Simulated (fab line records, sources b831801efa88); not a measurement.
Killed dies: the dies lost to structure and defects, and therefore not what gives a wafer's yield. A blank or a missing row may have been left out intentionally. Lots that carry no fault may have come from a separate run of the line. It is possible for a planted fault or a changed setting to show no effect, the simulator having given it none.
Problem report, 8D (eight disciplines) form, completed by code / flow gf180mcu / the parts of the form that need people (team, actions taken, sign-off) are left out

## 1. THE ISSUE
Wafers without a fault read 400.2 nm, standard deviation 2.5; cd nm at GF_HV_LDD_CD_MEAS_07 reads a mean of 384.8 nm on 6 wafers belonging to 2 lots. That is -6.2 standard deviations from the usual mean.
The step: target cd 400 nm.
First seen on wafer L706.1, day 16 11:32, on cd sem-02. Wafers with a number at this step in the record: 42, from 14 lots. Rule for "out", or "out of limits": more than 4 standard deviations from the usual mean. Any other wafer with a number is counted as sound.

## 2. WHAT THIS IS AND IS NOT
question=which readings at this step | is=cd nm | is not=-
question=which lots | is=L706, L707 | is not=L686, L688, L689, L691, L693, L694, L695, L696, L698, L699, L703, L708
question=which wafers of those lots | is=all that have a number | is not=-
question=read on which gauges | is=cd sem-01, cd sem-02 | is not=-
question=when | is=from day 16 11:32 | is not=up to then (33 sound wafers); but 3 sound wafers of L708 came after

## 3. WHAT RULES OUT EACH SUSPECT
Counting: a tool at any process step up to the reading remains a suspect when it ran all the lots that are out and ran no sound lot after the first of those.
- the gauge at GF_HV_LDD_CD_MEAS_07 is ruled out. 2 gauges (cd sem-01, cd sem-02) read the wafers that are out.
- litho track-01 at GF_HV_LDD_DEVELOP_06 (develop time 60 s): kept. It processed each lot that is out, first L706 at day 16 11:23, and no sound lot thereafter; up to then, the last sound lot it processed was L699 at day 14 12:11.
The count leaves litho track-01 at GF_HV_LDD_DEVELOP_06.

## 4. THE CAUSE (what the simulator had put in)
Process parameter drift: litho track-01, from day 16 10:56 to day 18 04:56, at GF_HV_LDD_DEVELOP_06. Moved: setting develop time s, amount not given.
Only this tool survived the counting.

## 5. THE CHAIN OF EFFECTS, in route order
Each row: a reading whose mean over the struck wafers that have a number lies more than 3 standard deviations from the usual. Only readings whose record carries a usual standard deviation are examined. hours: median over the lots of the time between each lot's start at the first step of this table that gives one and its start at this step. sigmas: the change, counted in usual standard deviations.
hours=0; step=GF_HV_LDD_CD_MEAS_07; reading=cd nm; usual=400.2 nm; on struck wafers=384.8; change=-15.4; sigmas=-6.2
At these later measuring or inspecting steps, every struck wafer for which the step has a row has a number for every such reading, and none has moved that far: GF_HV_LDD_TW_MEAS_11, GF_V1_THK_MEAS_01, GF_V1_OVL_MEAS_15.

## 6. WHAT WOULD HAVE CAUGHT IT SOONER
In this record the first reading out of limits at a measuring or inspecting step was taken at day 16 11:32, 1 hour after the fault began at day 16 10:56.
Of the lots that are out (2), L707 began GF_HV_LDD_DEVELOP_06 on litho track-01 after day 16 11:32. A tool hold placed at that time would have kept it from harm.
